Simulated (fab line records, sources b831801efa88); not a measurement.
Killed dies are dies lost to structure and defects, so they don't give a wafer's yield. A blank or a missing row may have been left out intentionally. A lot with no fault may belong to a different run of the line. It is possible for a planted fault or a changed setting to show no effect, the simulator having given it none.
Matching of chambers :: flow gf180mcu :: GF_V5_CMP_04 on cmp-01 has 4 sister chambers
The step polishes SiO2. 27 wafers are shown with their chamber, then 12 later ones without.

== WAFERS WITH THEIR CHAMBER ==
wafer: L076.1
chamber: 0
motor-current-A (A): 12.0

wafer: L076.3
chamber: 1
motor-current-A (A): 14.2

wafer: L076.6
chamber: 2
motor-current-A (A): 11.6

wafer: L078.1
chamber: 3
motor-current-A (A): 11.9

wafer: L078.5
chamber: 2
motor-current-A (A): 11.3

wafer: L078.6
chamber: 1
motor-current-A (A): 14.7

wafer: L079.4
chamber: 0
motor-current-A (A): 11.8

wafer: L079.5
chamber: 1
motor-current-A (A): 14.6

wafer: L079.6
chamber: 2
motor-current-A (A): 11.6

wafer: L084.2
chamber: 0
motor-current-A (A): 11.9

wafer: L084.4
chamber: 1
motor-current-A (A): 14.0

wafer: L084.5
chamber: 2
motor-current-A (A): 11.1

wafer: L085.1
chamber: 1
motor-current-A (A): 13.8

wafer: L085.3
chamber: 0
motor-current-A (A): 11.5

wafer: L085.4
chamber: 3
motor-current-A (A): 11.4

wafer: L085.2
chamber: 2
motor-current-A (A): 11.1

wafer: L085.5
chamber: 1
motor-current-A (A): 14.4

wafer: L085.6
chamber: 2
motor-current-A (A): 11.3

wafer: L086.1
chamber: 2
motor-current-A (A): 10.8

wafer: L086.4
chamber: 3
motor-current-A (A): 11.7

wafer: L086.6
chamber: 0
motor-current-A (A): 12.6

wafer: L087.1
chamber: 1
motor-current-A (A): 14.4

wafer: L087.3
chamber: 2
motor-current-A (A): 11.1

wafer: L087.6
chamber: 3
motor-current-A (A): 11.8

wafer: L088.1
chamber: 2
motor-current-A (A): 10.9

wafer: L088.2
chamber: 1
motor-current-A (A): 14.6

wafer: L088.4
chamber: 0
motor-current-A (A): 11.7

SIGNATURES (averages over the wafers above)
reading: motor-current-A
chamber 0: 11.917
chamber 1: 14.338
chamber 2: 11.200
chamber 3: 11.700
scatter within a chamber: 0.307
Rule: distance of a wafer from a chamber = root of the sum over the readings of ((wafer's reading minus chamber's mean) / reading's scatter) squared. If the next closest chamber is less than 2 further off than the closest, the wafer can't be placed; otherwise it belongs to the closest. How the scatter is found: for the shown wafers, subtract from each reading the mean of its chamber, square and add these, divide the total by (wafers less chambers), then take the root.

== WAFERS WITH NO CHAMBER GIVEN ==
wafer: L088.3
motor-current-A (A): 11.1

wafer: L088.5
motor-current-A (A): 11.0

wafer: L088.6
motor-current-A (A): 11.3

wafer: L091.4
motor-current-A (A): 11.2

wafer: L091.5
motor-current-A (A): 10.8

wafer: L091.6
motor-current-A (A): 12.3

wafer: L094.1
motor-current-A (A): 10.8

wafer: L094.2
motor-current-A (A): 11.7

wafer: L094.4
motor-current-A (A): 11.9

wafer: L096.2
motor-current-A (A): 13.8

wafer: L096.4
motor-current-A (A): 11.4

wafer: L096.6
motor-current-A (A): 14.8

== WHICH CHAMBER EACH ONE RAN IN ==
wafer: L088.3
from the rows above: can't be placed: 2 or 3
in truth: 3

wafer: L088.5
from the rows above: can't be placed: 2 or 3
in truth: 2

wafer: L088.6
from the rows above: can't be placed: 2 or 3 or 0
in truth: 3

wafer: L091.4
from the rows above: can't be placed: 2 or 3
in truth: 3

wafer: L091.5
from the rows above: can't be placed: 2 or 3
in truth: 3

wafer: L091.6
from the rows above: can't be placed: 0 or 3
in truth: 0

wafer: L094.1
from the rows above: can't be placed: 2 or 3
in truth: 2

wafer: L094.2
from the rows above: can't be placed: 3 or 0 or 2
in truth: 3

wafer: L094.4
from the rows above: can't be placed: 0 or 3
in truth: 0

wafer: L096.2
from the rows above: 1
in truth: 1

wafer: L096.4
from the rows above: can't be placed: 2 or 3 or 0
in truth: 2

wafer: L096.6
from the rows above: 1
in truth: 1
Correctly placed: 2 of 12. Can't be placed from these rows: 10 (the true chamber is among the candidates in 10). Wrongly placed: 0.
